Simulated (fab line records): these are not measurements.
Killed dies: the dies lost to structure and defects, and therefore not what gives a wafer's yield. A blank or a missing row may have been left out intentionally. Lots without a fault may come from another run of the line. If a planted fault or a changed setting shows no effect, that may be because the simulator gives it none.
Which tool did it? -- flow gf180mcu -- 13 lots with 39 wafers sampled at 2 steps, on a route of 602 steps

== WHAT THE GAUGES SHOWED, per wafer ==
GF_V1_RS_MEAS_24: uses a four-point probe to measure. Usual: for V1_W_RS the level is 0.324 ohm/sq and the standard deviation is 0.0068.
lot,measured,on,V1_W_RS (ohm/sq),flag
L255,day 18 06:40,film metro-02,0.330 0.322 0.327,
L256,day 18 10:07,film metro-03,0.314 0.315 0.328,
L259,day 19 16:11,film metro-03,0.332 0.328 0.320,
L263,day 21 07:16,film metro-02,0.327 0.325 0.314,
L267,day 22 21:35,film metro-02,0.325 0.326 0.309,
L268,day 23 11:23,film metro-02,0.332 0.315 0.331,
L269,day 23 12:29,film metro-03,0.325 0.330 0.333,
L270,day 24 01:15,film metro-03,0.331 0.334 0.315,
L273,day 24 23:41,film metro-03,0.333 0.320 0.332,
L274,day 25 12:40,film metro-03,0.325 0.332 0.329,
L275,day 25 07:15,film metro-03,0.315 0.316 0.330,
L276,day 25 18:23,film metro-03,0.326 0.324 0.313,
L277,day 26 04:11,film metro-03,0.335 0.336 0.327,

== WHICH TOOL RAN EACH LOT (tool, then ch and the chambers of the sampled wafers, then the start) ==
lot,GF_NWELL_EXPOSE_04
L255,"iline stepper-01 ch 0, day 3 02:29"
L256,"iline stepper-01 ch 0, day 3 06:11"
L259,"iline stepper-02 ch 0, day 3 21:37"
L263,"iline stepper-02 ch 0, day 4 19:14"
L267,"iline stepper-01 ch 0, day 5 17:06"
L268,"iline stepper-02 ch 0, day 5 23:14"
L269,"iline stepper-01 ch 0, day 6 05:28"
L270,"iline stepper-02 ch 0, day 6 11:50"
L273,"iline stepper-02 ch 0, day 7 01:59"
L274,"iline stepper-01 ch 0, day 7 08:41"
L275,"iline stepper-02 ch 0, day 7 12:33"
L276,"iline stepper-01 ch 0, day 7 19:19"
L277,"iline stepper-01 ch 0, day 7 23:48"
- GF_NWELL_EXPOSE_04: exposes mask Nwell, target cd 860 nm.

== AS READ BY THE TOOLS THEMSELVES (means over the sampled wafers that have a number; for cases with no such wafer, the mark the record gives instead) ==
GF_NWELL_EXPOSE_04. Usual: exposure dose mJ cm2 260.03, standard deviation 0.26.
lot,tool,exposure dose mJ cm2,flag
L255,iline stepper-01,259.84,
L256,iline stepper-01,259.92,
L259,iline stepper-02,260.04,
L263,iline stepper-02,260.27,
L267,iline stepper-01,260.02,
L268,iline stepper-02,260.43,
L269,iline stepper-01,259.98,
L270,iline stepper-02,260.31,
L273,iline stepper-02,259.90,
L274,iline stepper-01,260.02,
L275,iline stepper-02,259.86,
L276,iline stepper-01,260.54,
L277,iline stepper-01,260.11,

== THE ANSWER, worked out from the rows above alone ==
Rule: a lot is off if the mean of its wafers that have a number lies more than 3 standard deviations from the usual mean. A lot without any number at a reading at which 4 lots or more have one is off too. All remaining lots with rows at the step are treated as sound. After the gauges, taken in route order, come the tools' own readings; for these a lot's mean is taken, as printed above. The first step at which some lot is off is used, and at that step the reading that is off furthest; a lot without a number counts as furthest.
No lot is off on any of the readings shown, so nothing can be concluded from this.

== WHAT THE SIMULATOR PUT IN ==
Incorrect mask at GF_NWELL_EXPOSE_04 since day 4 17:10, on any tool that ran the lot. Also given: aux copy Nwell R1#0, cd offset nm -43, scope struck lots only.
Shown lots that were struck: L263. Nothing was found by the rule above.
